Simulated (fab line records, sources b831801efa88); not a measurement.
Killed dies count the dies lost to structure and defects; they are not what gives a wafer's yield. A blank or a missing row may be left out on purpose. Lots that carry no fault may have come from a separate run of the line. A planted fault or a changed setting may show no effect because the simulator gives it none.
A struck lot beside a sound one + flow sfq line + 18 out of 325 route steps
Sound: wafers L704.3, L704.4, L704.5. Wafers struck: L695.3, L695.4. The cause is named last.
For every step that has rows: the tool of each side, followed by ch and its chambers, followed by its first start. Under that, the readings that differ: sound wafers + struck wafers + difference of the means + sigmas: that difference in standard deviations of wafers without a fault.
alike: words and numbers the same on both sides, and readings whose means are apart by under 2 such deviations; not compared: readings that were withheld, readings missing a value for some wafer, numbers with overlapping values and no deviation given by the record, and bounds like >300 which may hide the same value.
The two part at a step that has a row with sigmas, a row that says differs or no value, or rows on one side only. Non-overlapping numbers with no deviation appear without sigmas and do not part them. Lack of a reading on every wafer of one side parts them only where that side has two or more wafers.

SFQ_TRILAYER_M3_BARC_OPEN_METAL_ETCH_100: etches BARC in O2, target depth 125 nm, time 41.7 s.
  sound on rie metal-04 ch 0,1, day 43 01:39; struck on rie metal-02 ch 0,1, day 39 15:22
  alike: drypump motor current A, oes product au
  not compared: rf hours counter h
SFQ_TRILAYER_M3_ETCH_METAL_ETCH_078: etches Nb in Cl2/Ar, stops on SiO2, target depth 240 nm, time 120 s.
  sound on rie metal-04 ch 0,1, day 43 01:44; struck on rie metal-02 ch 0,1, day 39 15:26
  alike: drypump motor current A, oes product au
  not compared: rf hours counter h
SFQ_TRILAYER_M3_STRIP_STRIP_079: strips in O2.
  sound on rie metal-04 ch 0,1, day 43 02:01; struck on rie metal-02 ch 0,1, day 39 15:43
| reading               | sound             | struck      | difference | sigmas |
|-----------------------|-------------------|-------------|------------|--------|
| oes product au (a.u.) | 1.007 1.031 1.032 | 0.982 0.993 | -0.036     | -3     |
  alike: drypump motor current A
  not compared: rf hours counter h
then, 2 steps without rows for these wafers: SFQ_TRILAYER_M3_STRIP_SOLV_CLEAN_080 (cleans in NMP, time 600 s); SFQ_TRILAYER_I3_DEP_PECVD_081 (deposits SiO2 from SiH4/N2O, time 111.11 s, target thk 500 nm).
SFQ_TRILAYER_I3_CMP_CMP_082: polishes SiO2.
  sound on cmp-02 ch 1,3, day 43 15:17; struck on cmp-02 ch 0,3, day 40 00:42
  alike: motor current A, slurry filter dp kPa, time to endpoint s
SFQ_I3_BOW_MEAS_922:
  struck on film metro-03, day 40 03:14; sound on film metro-03, day 43 17:49
  alike: I3_BOW
then, 5 steps without rows for these wafers: SFQ_TRILAYER_I3_METRO_MEASURE_083; SFQ_TRILAYER_I3_VIA_LITHO_COAT_090 (resist thk 62 nm); SFQ_TRILAYER_I3_VIA_LITHO_COAT_085 (resist thk 650 nm); SFQ_TRILAYER_I3_VIA_LITHO_SOFTBAKE_089; SFQ_TRILAYER_I3_VIA_LITHO_EXPOSE_086 (exposes mask I3, target cd 500 nm).
-- the record jumps here: 6 days lie between the struck wafers' starts before and after --
SFQ_TRILAYER_I3_VIA_LITHO_PEB_088: peb time 60 s.
  sound on litho track-01 ch 0, day 49 09:16; struck on litho track-03 ch 0, day 46 09:01
then, 1 step without rows for these wafers: SFQ_TRILAYER_I3_VIA_LITHO_DEVELOP_087 (time 60 s).
SFQ_I3_OVL_MEAS_923:
  struck on overlay-01, day 46 09:17; sound on overlay-01, day 49 09:32
  alike: I3_OVL
SFQ_TRILAYER_I3_VIA_BARC_OPEN_VIA_ETCH_121: etches BARC in O2, target depth 125 nm, time 41.7 s.
  sound on rie diel-03 ch 1,3, day 49 09:34; struck on rie diel-04 ch 0,2, day 46 09:19
| reading             | sound             | struck      | difference | sigmas |
|---------------------|-------------------|-------------|------------|--------|
| model.I3.cd nm (nm) | 501.2 499.5 500.8 | 520.1 522.3 | +20.7      |        |
  alike: drypump motor current A, oes product au
  not compared: rf hours counter h
SFQ_TRILAYER_I3_VIA_ETCH_VIA_ETCH_088: etches SiO2 in CHF3, stops on Nb, target depth 260 nm.
  sound on rie diel-03 ch 1,3, day 49 09:36; struck on rie diel-04 ch 0,2, day 46 09:21
| reading             | sound             | struck    | difference | sigmas |
|---------------------|-------------------|-----------|------------|--------|
| model.I3.cd nm (nm) | 496.3 497.9 496.6 | 516 521.4 | +22        |        |
  alike: drypump motor current A, oes product au
SFQ_TRILAYER_I3_VIA_STRIP_STRIP_089: strips in O2.
  sound on rie metal-04 ch 0,1, day 49 09:55; struck on rie metal-03 ch 0,1, day 46 09:40
  alike: drypump motor current A, oes product au
  not compared: rf hours counter h

## WHERE THEY PART
Only at SFQ_TRILAYER_M3_STRIP_STRIP_079, as far as this record shows. Later steps at which nothing parts them and some readings are alike: SFQ_TRILAYER_I3_CMP_CMP_082, SFQ_I3_BOW_MEAS_922, SFQ_I3_OVL_MEAS_923, SFQ_TRILAYER_I3_VIA_BARC_OPEN_VIA_ETCH_121, SFQ_TRILAYER_I3_VIA_ETCH_VIA_ETCH_088, SFQ_TRILAYER_I3_VIA_STRIP_STRIP_089.

WHY: the cause the simulator had injected
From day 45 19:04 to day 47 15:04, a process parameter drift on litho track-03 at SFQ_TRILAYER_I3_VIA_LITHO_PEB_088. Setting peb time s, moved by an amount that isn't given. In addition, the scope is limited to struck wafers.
